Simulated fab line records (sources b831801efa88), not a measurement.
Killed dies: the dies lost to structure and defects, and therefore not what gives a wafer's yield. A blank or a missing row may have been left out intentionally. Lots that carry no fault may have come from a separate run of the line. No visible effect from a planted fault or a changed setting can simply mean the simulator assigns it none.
The same fault as seen by 2 desks    flow sky130    numbers are kept per desk, each desk with only its own; the story behind them comes last

== TOOL OWNER'S DESK, implanter-03 ==
SKY_LDD_N_IMPLANT_12, tool's own readings: per-lot mean of the sampled wafers with a number, covering each lot this tool ran. Marked OUT: a lot whose mean sits more than 4 standard deviations from the usual mean, which makes it out of limits; the brackets give that distance.
Columns: A = beamEnergyKeV at SKY_LDD_N_IMPLANT_12, usual 50.000; B = beamOnS at SKY_LDD_N_IMPLANT_12, usual 9.97 s
lot   first seen here  A                         B
L284  day 18 15:45     50.019                    10.03
L295  day 22 11:16     31.347 (-99 or more) OUT  10.00
L296  day 23 02:54     31.358 (-99 or more) OUT  10.12
This desk finds L295, L296 out of limits, L295 being first, at day 22 11:16 (beamEnergyKeV at SKY_LDD_N_IMPLANT_12). L284: within limits.

== AT THE METROLOGY DESK ==
What the gauges read, lot by lot, whatever tool the lot ran on: means of the sampled wafers that have a number. Marked OUT: a lot whose mean sits more than 4 standard deviations from the usual mean, which makes it out of limits; the brackets give that distance.
Columns: A = LDD_N_OVL at SKY_LDD_N_OVL_MEAS_07, usual 1.8 nm
lot   first seen here  A
L284  day 18 15:04     1.6
L286  day 19 04:08     4.3
L295  day 22 10:38     2.4
L296  day 23 00:00     0.4
L304  day 25 21:56     2.6
L305  day 26 03:45     4.4
Finding of this desk: none of the 6 lots has anything out of limits.

== TAKEN TOGETHER ==
At day 22 11:16, on L295, L296, the tool owner's desk was in a position to raise an alarm.
Nothing out of limits was seen by the metrology desk.
The metrology desk has L295, L296 on record, within its limits.
SKY_LDD_N_IMPLANT_12 was run on implanter-03 by each of the lots named.

== WHAT THE SIMULATOR HAD PUT IN ==
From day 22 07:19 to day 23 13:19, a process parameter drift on implanter-03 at SKY_LDD_N_IMPLANT_12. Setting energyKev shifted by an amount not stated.
Struck lots among those shown: L295, L296.
Time in hours from fault onset to the first out-of-limits reading at each desk: the tool owner's desk, 4.
